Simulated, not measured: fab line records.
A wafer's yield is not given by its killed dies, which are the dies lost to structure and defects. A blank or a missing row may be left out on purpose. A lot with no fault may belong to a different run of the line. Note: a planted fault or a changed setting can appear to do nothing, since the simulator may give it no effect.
Which of the tools did it? / flow gf180mcu / 11 lots, 33 wafers sampled, at 5 steps of a route of 602

## WHAT EACH GAUGE READ, for each wafer
GF_V3_THK_MEAS_01.
lot=L949; measured=day 21 05:28; on=filmMetro-01; V3_CVD_00_THK (nm)=608 601 592
lot=L950; measured=day 22 02:39; on=filmMetro-01; V3_CVD_00_THK (nm)=593 589 591
lot=L952; measured=day 22 08:39; on=filmMetro-03; V3_CVD_00_THK (nm)=595 608 600
lot=L953; measured=day 23 04:44; on=filmMetro-02; V3_CVD_00_THK (nm)=608 619 612
lot=L955; measured=day 23 15:23; on=filmMetro-01; V3_CVD_00_THK (nm)=611 601 598
lot=L957; measured=day 24 11:04; on=filmMetro-03; V3_CVD_00_THK (nm)=585 600 591
lot=L958; measured=day 24 21:44; on=filmMetro-02; V3_CVD_00_THK (nm)=609 599 601
lot=L961; measured=day 25 19:04; on=filmMetro-02; V3_CVD_00_THK (nm)=895 584 580 895 584 580
lot=L969; measured=day 28 00:47; on=filmMetro-03; V3_CVD_00_THK (nm)=600 595 592
lot=L970; measured=day 28 08:10; on=filmMetro-01; V3_CVD_00_THK (nm)=577 599 571
lot=L971; measured=day 28 14:04; on=filmMetro-01; V3_CVD_00_THK (nm)=614 600 613

## EACH LOT AND THE TOOL THAT RAN IT (in order: tool; ch and the chambers of the sampled wafers; start)
lot=L949; GF_M2_SPUTTER_00=pvdSputter-02, day 18 00:57; GF_V2_SPUTTER_22=pvdSputter-04, day 20 02:56; GF_M3_METAL_ETCH_16=rieMetal-02 ch 0,1, day 21 04:41; GF_V3_CVD_00=hdpcvd-02 ch 0,1,2, day 21 05:23
lot=L950; GF_M2_SPUTTER_00=pvdSputter-02, day 18 22:18; GF_V2_SPUTTER_22=pvdSputter-04, day 21 00:57; GF_M3_METAL_ETCH_16=rieMetal-02 ch 0,1, day 22 01:55; GF_V3_CVD_00=hdpcvd-01 ch 1,2, day 22 02:34
lot=L952; GF_M2_SPUTTER_00=pvdSputter-02, day 19 04:00; GF_V2_SPUTTER_22=pvdSputter-04, day 21 07:26; GF_M3_METAL_ETCH_16=rieMetal-01 ch 0,1, day 22 07:54; GF_V3_CVD_00=hdpcvd-01 ch 0,2, day 22 08:33
lot=L953; GF_M2_SPUTTER_00=pvdSputter-03, day 20 00:05; GF_V2_SPUTTER_22=pvdSputter-04, day 22 03:36; GF_M3_METAL_ETCH_16=rieMetal-03 ch 0, day 23 04:01; GF_V3_CVD_00=hdpcvd-02 ch 0,1, day 23 04:40
lot=L955; GF_M2_SPUTTER_00=pvdSputter-02, day 20 12:32; GF_V2_SPUTTER_22=pvdSputter-04, day 22 14:55; GF_M3_METAL_ETCH_16=rieMetal-03 ch 0,1, day 23 14:40; GF_V3_CVD_00=hdpcvd-01 ch 0,1,2, day 23 15:19
lot=L957; GF_M2_SPUTTER_00=pvdSputter-01, day 21 09:41; GF_V2_SPUTTER_22=pvdSputter-02, day 23 11:05; GF_M3_METAL_ETCH_16=rieMetal-03 ch 1, day 24 10:11; GF_V3_CVD_00=hdpcvd-02 ch 0,2, day 24 10:59
lot=L958; GF_M2_SPUTTER_00=pvdSputter-03, day 21 21:19; GF_V2_SPUTTER_22=pvdSputter-01, day 23 22:35; GF_M3_METAL_ETCH_16=rieMetal-02 ch 0,1, day 24 20:59; GF_V3_CVD_00=hdpcvd-02 ch 0,1, day 24 21:40
lot=L961; GF_M2_SPUTTER_00=pvdSputter-03, day 22 20:14; GF_V2_SPUTTER_22=pvdSputter-04, day 24 20:10; GF_M3_METAL_ETCH_16=rieMetal-02 ch 1, day 25 18:13; GF_V3_CVD_00=hdpcvd-02 ch 0,2, day 25 19:00
lot=L969; GF_M2_SPUTTER_00=pvdSputter-02, day 25 06:26; GF_V2_SPUTTER_22=pvdSputter-01, day 27 02:56; GF_M3_METAL_ETCH_16=rieMetal-01 ch 0,1, day 27 23:57; GF_V3_CVD_00=hdpcvd-01 ch 0,1,2, day 28 00:37
lot=L970; GF_M2_SPUTTER_00=pvdSputter-02, day 25 14:17; GF_V2_SPUTTER_22=pvdSputter-02, day 27 10:34; GF_M3_METAL_ETCH_16=rieMetal-02 ch 0,1, day 28 07:23; GF_V3_CVD_00=hdpcvd-02 ch 0,2, day 28 08:05
lot=L971; GF_M2_SPUTTER_00=pvdSputter-03, day 25 20:16; GF_V2_SPUTTER_22=pvdSputter-04, day 27 17:16; GF_M3_METAL_ETCH_16=rieMetal-03 ch 0,1, day 28 13:17; GF_V3_CVD_00=hdpcvd-01 ch 0,1, day 28 13:58
- GF_M2_SPUTTER_00: material Ti, target thk 37.5 nm, time 150 s.
- GF_V2_SPUTTER_22: material TiN, target thk 10 nm, time 40 s.
- GF_M3_METAL_ETCH_16: etches the open film in Cl2/BCl3, stops on SiO2, target depth 750.8 nm, time 125.1 s.
- GF_V3_CVD_00: deposits SiO2, target thk 600 nm, time 100 s.

## AS READ BY THE TOOLS THEMSELVES (means over the sampled wafers that have a number; for cases with no such wafer, the mark the record gives instead)
GF_M2_SPUTTER_00.
lot=L949; tool=pvdSputter-02; chamberPressurePa (Pa)=1.999; throttleValvePct (%)=30.0
lot=L950; tool=pvdSputter-02; chamberPressurePa (Pa)=2.000; throttleValvePct (%)=30.7
lot=L952; tool=pvdSputter-02; chamberPressurePa (Pa)=1.995; throttleValvePct (%)=30.0
lot=L953; tool=pvdSputter-03; chamberPressurePa (Pa)=2.000; throttleValvePct (%)=30.2
lot=L955; tool=pvdSputter-02; chamberPressurePa (Pa)=1.998; throttleValvePct (%)=29.8
lot=L957; tool=pvdSputter-01; chamberPressurePa (Pa)=2.004; throttleValvePct (%)=29.1
lot=L958; tool=pvdSputter-03; chamberPressurePa (Pa)=2.003; throttleValvePct (%)=30.3
lot=L961; tool=pvdSputter-03; chamberPressurePa (Pa)=1.999; throttleValvePct (%)=30.4
lot=L969; tool=pvdSputter-02; chamberPressurePa (Pa)=2.004; throttleValvePct (%)=29.2
lot=L970; tool=pvdSputter-02; chamberPressurePa (Pa)=2.002; throttleValvePct (%)=29.7
lot=L971; tool=pvdSputter-03; chamberPressurePa (Pa)=1.998; throttleValvePct (%)=29.2

GF_V2_SPUTTER_22.
lot=L949; tool=pvdSputter-04; chamberPressurePa (Pa)=4.997; throttleValvePct (%)=29.7
lot=L950; tool=pvdSputter-04; chamberPressurePa (Pa)=5.007; throttleValvePct (%)=30.1
lot=L952; tool=pvdSputter-04; chamberPressurePa (Pa)=4.994; throttleValvePct (%)=30.2
lot=L953; tool=pvdSputter-04; chamberPressurePa (Pa)=4.998; throttleValvePct (%)=30.1
lot=L955; tool=pvdSputter-04; chamberPressurePa (Pa)=4.995; throttleValvePct (%)=30.2
lot=L957; tool=pvdSputter-02; chamberPressurePa (Pa)=5.007; throttleValvePct (%)=29.8
lot=L958; tool=pvdSputter-01; chamberPressurePa (Pa)=5.010; throttleValvePct (%)=29.6
lot=L961; tool=pvdSputter-04; chamberPressurePa (Pa)=4.988; throttleValvePct (%)=29.8
lot=L969; tool=pvdSputter-01; chamberPressurePa (Pa)=5.002; throttleValvePct (%)=29.4
lot=L970; tool=pvdSputter-02; chamberPressurePa (Pa)=5.010; throttleValvePct (%)=30.9
lot=L971; tool=pvdSputter-04; chamberPressurePa (Pa)=5.006; throttleValvePct (%)=30.1

GF_M3_METAL_ETCH_16.
lot=L949; tool=rieMetal-02; drypumpMotorCurrentA (A)=6.1; mfcCl2Sccm (sccm)=79.92; oesProductAu (a.u.)=0.991; throttleValvePct (%)=28.226
lot=L950; tool=rieMetal-02; drypumpMotorCurrentA (A)=5.7; mfcCl2Sccm (sccm)=80.20; oesProductAu (a.u.)=0.991; throttleValvePct (%)=28.239
lot=L952; tool=rieMetal-01; drypumpMotorCurrentA (A)=5.5; mfcCl2Sccm (sccm)=79.79; oesProductAu (a.u.)=0.981; throttleValvePct (%)=28.236
lot=L953; tool=rieMetal-03; drypumpMotorCurrentA (A)=6.1; mfcCl2Sccm (sccm)=80.00; oesProductAu (a.u.)=0.996; throttleValvePct (%)=28.223
lot=L955; tool=rieMetal-03; drypumpMotorCurrentA (A)=5.7; mfcCl2Sccm (sccm)=79.99; oesProductAu (a.u.)=0.992; throttleValvePct (%)=28.220
lot=L957; tool=rieMetal-03; drypumpMotorCurrentA (A)=4.8; mfcCl2Sccm (sccm)=79.98; oesProductAu (a.u.)=0.994; throttleValvePct (%)=28.222
lot=L958; tool=rieMetal-02; drypumpMotorCurrentA (A)=5.7; mfcCl2Sccm (sccm)=79.54; oesProductAu (a.u.)=0.989; throttleValvePct (%)=28.239
lot=L961; tool=rieMetal-02; drypumpMotorCurrentA (A)=5.2; mfcCl2Sccm (sccm)=80.14; oesProductAu (a.u.)=0.996; throttleValvePct (%)=28.217
lot=L969; tool=rieMetal-01; drypumpMotorCurrentA (A)=5.6; mfcCl2Sccm (sccm)=80.21; oesProductAu (a.u.)=0.985; throttleValvePct (%)=28.230
lot=L970; tool=rieMetal-02; drypumpMotorCurrentA (A)=5.7; mfcCl2Sccm (sccm)=80.10; oesProductAu (a.u.)=0.995; throttleValvePct (%)=28.220
lot=L971; tool=rieMetal-03; drypumpMotorCurrentA (A)=5.3; mfcCl2Sccm (sccm)=80.09; oesProductAu (a.u.)=0.986; throttleValvePct (%)=28.234

GF_V3_CVD_00.
lot=L949; tool=hdpcvd-02; sih4FlowSccm (sccm)=59.76; susceptorTempC (C)=400.07
lot=L950; tool=hdpcvd-01; sih4FlowSccm (sccm)=59.92; susceptorTempC (C)=399.88
lot=L952; tool=hdpcvd-01; sih4FlowSccm (sccm)=59.96; susceptorTempC (C)=399.91
lot=L953; tool=hdpcvd-02; sih4FlowSccm (sccm)=60.02; susceptorTempC (C)=400.05
lot=L955; tool=hdpcvd-01; sih4FlowSccm (sccm)=60.05; susceptorTempC (C)=400.05
lot=L957; tool=hdpcvd-02; sih4FlowSccm (sccm)=59.86; susceptorTempC (C)=399.86
lot=L958; tool=hdpcvd-02; sih4FlowSccm (sccm)=59.87; susceptorTempC (C)=400.13
lot=L961; tool=hdpcvd-02; sih4FlowSccm (sccm)=70.03; susceptorTempC (C)=399.83
lot=L969; tool=hdpcvd-01; sih4FlowSccm (sccm)=60.03; susceptorTempC (C)=399.94
lot=L970; tool=hdpcvd-02; sih4FlowSccm (sccm)=59.94; susceptorTempC (C)=400.03
lot=L971; tool=hdpcvd-01; sih4FlowSccm (sccm)=60.02; susceptorTempC (C)=399.95

## THE ANSWER, worked out from the rows above alone
Rule: the lots themselves supply what counts as usual. The widest of any qualifying gaps counts: lots, ordered by their means at a reading, are off when they make up no more than a third of the lots, leave a main group of 4 or more, and stand apart from it by 3 or more times the standard deviation of that group's means. Not used: any main group whose means are identical at the precision the tables above print for the reading. A lot without any number at a reading at which 4 lots or more have one is off too. All remaining lots with rows at the step are treated as sound. Order of review: gauges by route order, followed by the tools' own readings, for which a lot's mean as printed above is used. The first step at which some lot is off is used, and at that step the reading that is off furthest; a lot without a number counts as furthest.
Off: L961, at GF_V3_THK_MEAS_01 (V3_CVD_00_THK). For the main group the mean is 599 nm and the standard deviation 8.6.
A tool fits if, at a process step before that reading, it ran every lot that is off, and no sound lot after the first of them. The gauges at GF_V3_THK_MEAS_01 aren't tried: what is off there is off at GF_V3_CVD_00 too, on other tools, and a gauge's error can't cause that. None of those tried fits.

## WHAT WAS PUT IN BY THE SIMULATOR
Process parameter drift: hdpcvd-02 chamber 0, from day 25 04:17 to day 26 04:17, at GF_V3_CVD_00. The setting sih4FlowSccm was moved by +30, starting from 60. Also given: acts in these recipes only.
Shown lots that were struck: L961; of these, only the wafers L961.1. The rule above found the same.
